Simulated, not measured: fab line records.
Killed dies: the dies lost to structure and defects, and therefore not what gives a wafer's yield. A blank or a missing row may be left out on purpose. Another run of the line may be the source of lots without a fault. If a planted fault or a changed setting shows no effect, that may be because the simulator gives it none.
fab line records    flow sky130    part 2 of 2: steps 29 to 40 of 40
record lots=5  wafers=15  last_day=49
route steps=708 shown METAL5@661 PASSIVATION@681 PAD_OPEN@694
lots that met no fault: taken from a fault-free run of the same line
start_h: hours from the record's opening day to when the first of the lot's shown wafers began    wait_h: hours elapsed since this lot's preceding step    " unchanged from the row above    L1.1+2: a row that stands for several wafers    - value missing, or start not given    * or withheld: withheld    < > ~ a bound
route shown NAME@n: names a module that has steps shown in the file, with the first one's number in the route    usual: average and standard deviation across the fault-free wafers    same: alike in all rows    chamber/n: place in a boat    sites: per-site readings    _std_site: how widely they spread, as a standard deviation    _edge_site: inner sites' mean taken away from outer sites' mean    radius_mm: for every site, how far away it sits from the centre of the wafer    mask NAME#n: copy n    behind: tool/chamber where the wafer was last shaped    hold: what put the lot on hold/how long, in hours/how the hold closed    device: the n, p or np transistor that did not switch    end of line: at the end of the route, the tests of the same wafers    a step given without rows: its recipe and nothing more    killed: not the wafer's yield, but the dies lost to structure and defects at the first sort    map: dies across one wafer; x = killed, . = not, _ = none there
set.NAME: the run value of the setting; set.NAME@STEP: its run value at that earlier step    model.NAME: the simulator's own value behind a step, which no gauge read
a table for each step, a row for each wafer; lots at some steps of the route
services: a tool's chamber out of use, with start hour (start_h, from the record's first day; less than 0 if before it), hours out, and reason
## steps
# step SKY_PASSIVATION_EXPOSE_08
# recipe mask_id=NSM  target_cd_nm=3000  na=0.57  dose_mj=260
lot.wafer   tool              chamber  start_h  wait_h  mask
L075.1+3+6  iline_stepper-02  0        -        -       NSM#0
L079.2+5+6  iline_stepper-02  0        -        -       NSM#0
L083.1+3+5  iline_stepper-02  0        -        -       NSM#0
L088.2+4+5  iline_stepper-01  0        -        -       NSM#0
L092.3+5+6  iline_stepper-02  0        -        -       NSM#0
# step SKY_PASSIVATION_PEB_09
# recipe temp_c=115  time_s=withheld
lot.wafer   tool            chamber  start_h  wait_h
L075.1+3+6  litho_track-04  0        -        -
L079.2+5+6  litho_track-04  0        -        -
L083.1+3+5  litho_track-04  0        -        -
L088.2+4+5  litho_track-02  0        -        -
L092.3+5+6  litho_track-02  0        -        -
# step SKY_PASSIVATION_DEVELOP_10
# recipe develop_time_s=60  dev_temp_c=23
lot.wafer   tool            chamber  start_h  wait_h
L075.1+3+6  litho_track-04  0        -        -
L079.2+5+6  litho_track-04  0        -        -
L083.1+3+5  litho_track-04  0        -        -
L088.2+4+5  litho_track-02  0        -        -
L092.3+5+6  litho_track-02  0        -        -
# step SKY_PASSIVATION_ETCH_11
# recipe chemistry=CF4/O2  target_depth_nm=725  stop_on=AlCu  source_w=800  bias_w=150  pressure_mtorr=150  cf4_flow_sccm=80  O2_flow_sccm=10  time_s=161.1
# usual O2_flow_sccm=10.005/0.03  drypump_motor_current_A=5.6/0.48  oes_product_au=0.979/0.0084  throttle_valve_pct=5.965/0.0088
lot.wafer  tool         chamber  start_h  wait_h  O2_flow_sccm  drypump_motor_current_A  oes_product_au  rf_hours_counter_h  throttle_valve_pct
L075.1     rie_diel-02  0        1060.94  -       10.029        5.2                      0.962           14                  5.964
L075.3     "            1        "        "       9.968         5.8                      0.976           8                   5.980
L075.6     "            3        "        "       9.963         5.3                      0.980           -                   5.964
L079.2     rie_diel-03  2        1093.64  -       10.042        6.0                      0.974           15                  5.956
L079.5     "            0        "        "       9.988         5.1                      0.993           -                   5.972
L079.6     "            1        "        "       10.046        5.0                      0.992           -                   5.975
L083.1     rie_diel-04  1        1110.59  -       9.998         6.0                      0.969           18                  5.974
L083.3     "            0        "        "       10.002        5.7                      0.971           21                  5.974
L083.5     "            2        "        "       9.997         6.4                      0.975           -                   5.974
L088.2     rie_diel-04  3        1140.94  -       10.014        6.0                      0.969           13                  5.967
L088.4     "            1        "        "       10.012        6.0                      0.977           19                  5.961
L088.5     "            2        "        "       9.992         6.4                      0.983           -                   5.955
L092.3     rie_diel-04  3        1164.04  -       10.007        6.0                      0.979           14                  5.957
L092.5     "            0        "        "       10.020        5.7                      0.975           -                   5.956
L092.6     "            1        "        "       9.978         6.0                      0.998           -                   5.965
# step SKY_PASSIVATION_STRIP_12
# recipe chemistry=O2/N2  power_w=1400  pressure_mtorr=1500  platen_temp_c=withheld  overash_fraction=0.7  o2_flow_sccm=3000  n2_flow_sccm=300
# usual drypump_motor_current_A=6.1/0.4  n2_flow_sccm=300.0/0.87  oes_product_au=0.661/0.0049  strip_time_to_endpoint_s=31.52/0.14
lot.wafer  tool             chamber  start_h  wait_h  drypump_motor_current_A  n2_flow_sccm  oes_product_au  rf_hours_counter_h  strip_time_to_endpoint_s
L075.1     plasma_asher-02  1        1061.04  0.1     5.7                      300.1         0.654           82                  31.69
L075.3     "                1        "        "       5.6                      299.6         0.663           -                   31.51
L075.6     "                1        "        "       5.7                      299.1         0.666           -                   31.34
L079.2     plasma_asher-03  1        1093.74  0.1     6.7                      300.5         0.662           68                  31.48
L079.5     "                0        "        "       5.7                      300.9         0.662           -                   31.39
L079.6     "                1        "        "       6.7                      300.7         0.664           -                   31.59
L083.1     plasma_asher-04  0        1110.69  0.1     6.2                      299.0         0.668           32                  31.72
L083.3     "                0        "        "       6.2                      299.9         0.664           -                   31.86
L083.5     "                0        "        "       6.2                      299.8         0.659           -                   31.48
L088.2     plasma_asher-03  1        1141.04  0.1     6.7                      299.5         0.660           73                  31.71
L088.4     "                1        "        "       6.7                      298.7         0.662           -                   31.48
L088.5     "                0        "        "       5.7                      299.3         0.674           -                   31.53
L092.3     plasma_asher-04  1        1164.18  0.1     6.3                      299.7         0.665           -                   31.58
L092.5     "                1        "        "       6.3                      299.3         0.673           -                   31.73
L092.6     "                0        "        "       6.2                      301.9         0.656           -                   31.51
# step SKY_PAD_OPEN_DEHYDRATE_00
# recipe temp_c=200  time_s=60
lot.wafer   tool            chamber  start_h  wait_h
L075.1+3+6  litho_track-02  0        1071.09  10.0
L079.2+5+6  litho_track-03  0        1103.78  10.0
L083.1+3+5  litho_track-01  0        1120.79  10.1
L088.2+4+5  litho_track-02  0        1149.36  8.3
L092.3+5+6  litho_track-01  0        1172.09  7.9
# step SKY_PAD_OPEN_HMDS_01
# recipe prime_time_s=60  prime_temp_c=120
# usual prime_temp_c=119.99/0.15
lot.wafer  tool            chamber  start_h  wait_h  prime_temp_c
L075.1     litho_track-02  0        1071.24  0.1     119.99
L075.3     "               0        "        "       119.79
L075.6     "               0        "        "       119.96
L079.2     litho_track-03  0        1103.93  0.1     120.07
L079.5     "               0        "        "       120.16
L079.6     "               0        "        "       120.20
L083.1     litho_track-01  0        1120.94  0.1     120.02
L083.3     "               0        "        "       119.89
L083.5     "               0        "        "       119.95
L088.2     litho_track-02  0        1149.51  0.1     119.86
L088.4     "               0        "        "       119.81
L088.5     "               0        "        "       119.83
L092.3     litho_track-01  0        1172.24  0.1     119.91
L092.5     "               0        "        "       119.86
L092.6     "               0        "        "       119.94
# step SKY_PAD_OPEN_COAT_02
# recipe spin_rpm=2000  resist_thk_nm=3000
# usual dispense_pressure_kPa=51.9/1.8
lot.wafer  tool            chamber  start_h  wait_h  dispense_pressure_kPa
L075.1     litho_track-02  0        1071.39  0.1     49.5
L075.3     "               0        "        "       49.6
L075.6     "               0        "        "       49.5
L079.2     litho_track-03  0        1104.08  0.1     51.0
L079.5     "               0        "        "       51.0
L079.6     "               0        "        "       51.0
L083.1     litho_track-01  0        1121.09  0.1     53.7
L083.3     "               0        "        "       53.7
L083.5     "               0        "        "       53.7
L088.2     litho_track-02  0        1149.66  0.1     49.6
L088.4     "               0        "        "       49.6
L088.5     "               0        "        "       49.6
L092.3     litho_track-01  0        1172.39  0.1     53.7
L092.5     "               0        "        "       53.7
L092.6     "               0        "        "       53.7
# step SKY_PAD_OPEN_SOFTBAKE_03
# recipe temp_c=110  time_s=withheld
lot.wafer   tool            chamber  start_h  wait_h
L075.1+3+6  litho_track-02  0        1071.54  0.1
L079.2+5+6  litho_track-03  0        1104.24  0.1
L083.1+3+5  litho_track-01  0        1121.24  0.1
L088.2+4+5  litho_track-02  0        1149.82  0.1
L092.3+5+6  litho_track-01  0        1172.56  0.1
# step SKY_PAD_OPEN_EXPOSE_04
# recipe mask_id=PDM  target_cd_nm=60000  na=0.57  dose_mj=260
lot.wafer   tool              chamber  start_h  wait_h  mask
L075.1+3+6  iline_stepper-02  0        -        -       PDM#0
L079.2+5+6  iline_stepper-02  0        -        -       PDM#0
L083.1+3+5  iline_stepper-01  0        -        -       PDM#0
L088.2+4+5  iline_stepper-01  0        -        -       PDM#0
L092.3+5+6  iline_stepper-01  0        -        -       PDM#0
# step SKY_PAD_OPEN_PEB_05
# recipe temp_c=115  time_s=withheld
lot.wafer   tool            chamber  start_h  wait_h
L075.1+3+6  litho_track-03  0        -        -
L079.2+5+6  litho_track-03  0        -        -
L083.1+3+5  litho_track-03  0        -        -
L088.2+4+5  litho_track-02  0        -        -
L092.3+5+6  litho_track-03  0        -        -
# step SKY_PAD_OPEN_DEVELOP_06
# recipe develop_time_s=60  dev_temp_c=23
lot.wafer   tool            chamber  start_h  wait_h
L075.1+3+6  litho_track-03  0        -        -
L079.2+5+6  litho_track-03  0        -        -
L083.1+3+5  litho_track-03  0        -        -
L088.2+4+5  litho_track-02  0        -        -
L092.3+5+6  litho_track-03  0        -        -
## services
tool              chamber  start_h  hours  kind
plasma_asher-04   -        991.35   2.8    pm
plasma_asher-03   -        997.20   2.8    pm
pecvd-03          -        1017.15  14.6   pm
pvd_sputter-03    -        1021.54  1.8    repair
pecvd-03          -        1031.75  2.8    pm
iline_stepper-01  -        1032.44  6.5    repair
pecvd-02          0        1046.29  2.5    repair
plasma_asher-04   -        1046.86  0.4    repair
rie_metal-01      -        1053.14  28.1   pm
pvd_sputter-01    -        1057.13  1.6    repair
plasma_asher-04   -        1060.92  2.8    repair
pvd_sputter-01    -        1090.29  2.6    repair
pecvd-04          -        1097.18  4.3    repair
rie_metal-01      -        1106.37  0.3    repair
wet_bench-01      -        1117.42  0.5    repair
pecvd-04          -        1124.77  2.3    repair
rie_diel-04       3        1133.58  6.8    repair
wet_bench-03      -        1133.78  1.9    repair
iline_stepper-02  -        1138.06  2.1    pm
wet_bench-02      -        1140.53  4.4    pm
pecvd-03          1        1149.50  3.7    repair
iline_stepper-02  -        1166.44  1.7    pm
pvd_sputter-01    -        1167.31  5.2    repair
wet_bench-02      -        1178.44  1.9    pm
